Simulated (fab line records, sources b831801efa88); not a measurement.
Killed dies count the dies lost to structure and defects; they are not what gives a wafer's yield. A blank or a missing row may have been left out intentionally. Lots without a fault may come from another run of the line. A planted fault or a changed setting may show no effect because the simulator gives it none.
A lot that was struck, set against a sound lot    flow sfq line    14 out of 325 route steps
Sound: these wafers, L939.3, L939.5, L939.6. Struck: wafer L947.1 (L947.4, L947.5, from the same lot, were not struck and are left out); the cause is given at the end.
At each step with rows: each side's tool, then ch and its chambers, then its first start. Under that, the readings that differ: sound wafers    struck wafers    difference of the means    sigmas: that difference in standard deviations of wafers without a fault.
alike: a reading whose means differ by less than 2 such deviations, as well as words and numbers matching on both sides. not compared: withheld readings; readings where some wafer has no value; bounds like >300 that might hide an equal value; numbers whose values overlap and for which the record gives no deviation.
A row with sigmas, a row that says differs or no value, or rows on one side alone: a step with any of these is where the two part. When numbers do not overlap yet have no deviation, they are printed without sigmas and do not part them. A reading missing from all wafers of one side parts the sides only when that side holds two or more wafers.

first, 2 steps without rows for these wafers: SFQ_TRILAYER_I6_VIA_STRIP_SOLV_CLEAN_174 (cleans in NMP, time 600 s); SFQ_TRILAYER_M7_DEP_PRE_CLEAN_176 (time 22.5 s).
SFQ_TRILAYER_M7_DEP_SPUTTER_175: material Nb, target thk 200 nm, time 133.3 s.
  struck on pvd sputter-06, day 81 20:28; sound on pvd sputter-03, day 76 19:26
  alike: substrate temp c, throttle valve pct
SFQ_M7_RS_MEAS_943: measurement is done with a four-point probe.
  struck on film metro-02, day 81 20:34; sound on film metro-04, day 76 19:34
reading            sound              struck  difference  sigmas
M7_NB_RS (ohm/sq)  0.885 0.879 0.892  0.910   +0.025      +2
then, 6 steps without rows for these wafers: SFQ_TRILAYER_M7_LITHO_COAT_182 (resist thk 62 nm); SFQ_TRILAYER_M7_LITHO_COAT_177 (resist thk 600 nm); SFQ_TRILAYER_M7_LITHO_SOFTBAKE_181; SFQ_TRILAYER_M7_LITHO_EXPOSE_178 (exposes mask M7, target cd 500 nm); SFQ_TRILAYER_M7_LITHO_PEB_180 (peb time 60 s); SFQ_TRILAYER_M7_LITHO_DEVELOP_179 (time 60 s).
SFQ_M7_OVL_MEAS_945:
  struck on overlay-01, day 81 22:59; sound on overlay-01, day 79 04:08
reading      sound  struck  difference  sigmas
M7_OVL (nm)  7 6 9  -5      -12         -2
SFQ_TRILAYER_M7_BARC_OPEN_METAL_ETCH_229: etches BARC in O2, target depth 125 nm, time 41.7 s.
  sound on rie metal-04 ch 0,1, day 79 04:11; struck on rie metal-04 ch 1, day 81 23:02
reading                                              sound            struck  difference                    sigmas
rf fwd power W (W)                                   588 590 587      498     -90                           -29
rf hours counter h (h)                               - - -            62      no value on the sound wafers  
model.KrF_of_TRILAYER_M7_LITHO_COAT_177.thk nm (nm)  525 524.9 523.6  535.5   +11.0                         
  alike: drypump motor current A, oes product au
SFQ_TRILAYER_M7_ETCH_METAL_ETCH_180: etches Nb in Cl2/Ar, stops on SiO2, target depth 240 nm, time 120 s.
  sound on rie metal-04 ch 0,1, day 79 04:16; struck on rie metal-04 ch 1, day 81 23:05
reading                                              sound              struck  difference                    sigmas
rf fwd power W (W)                                   594.1 596.3 595.4  599.8   +4.5                          +2
rf hours counter h (h)                               - - -              62      no value on the sound wafers  
model.KrF_of_TRILAYER_M7_LITHO_COAT_177.thk nm (nm)  386.7 382.1 384.9  391.8   +7.2                          
  alike: drypump motor current A, oes product au
SFQ_TRILAYER_M7_STRIP_STRIP_181: strips in O2.
  sound on rie metal-04 ch 0,1, day 79 04:32; struck on rie metal-04 ch 1, day 81 23:13
reading                 sound  struck  difference                    sigmas
rf hours counter h (h)  - - -  62      no value on the sound wafers  
  alike: drypump motor current A, oes product au

## WHERE THEY PART
Earliest at SFQ_M7_RS_MEAS_943; latest, in this record, at SFQ_TRILAYER_M7_STRIP_STRIP_181.

WHY: whatever the simulator had introduced
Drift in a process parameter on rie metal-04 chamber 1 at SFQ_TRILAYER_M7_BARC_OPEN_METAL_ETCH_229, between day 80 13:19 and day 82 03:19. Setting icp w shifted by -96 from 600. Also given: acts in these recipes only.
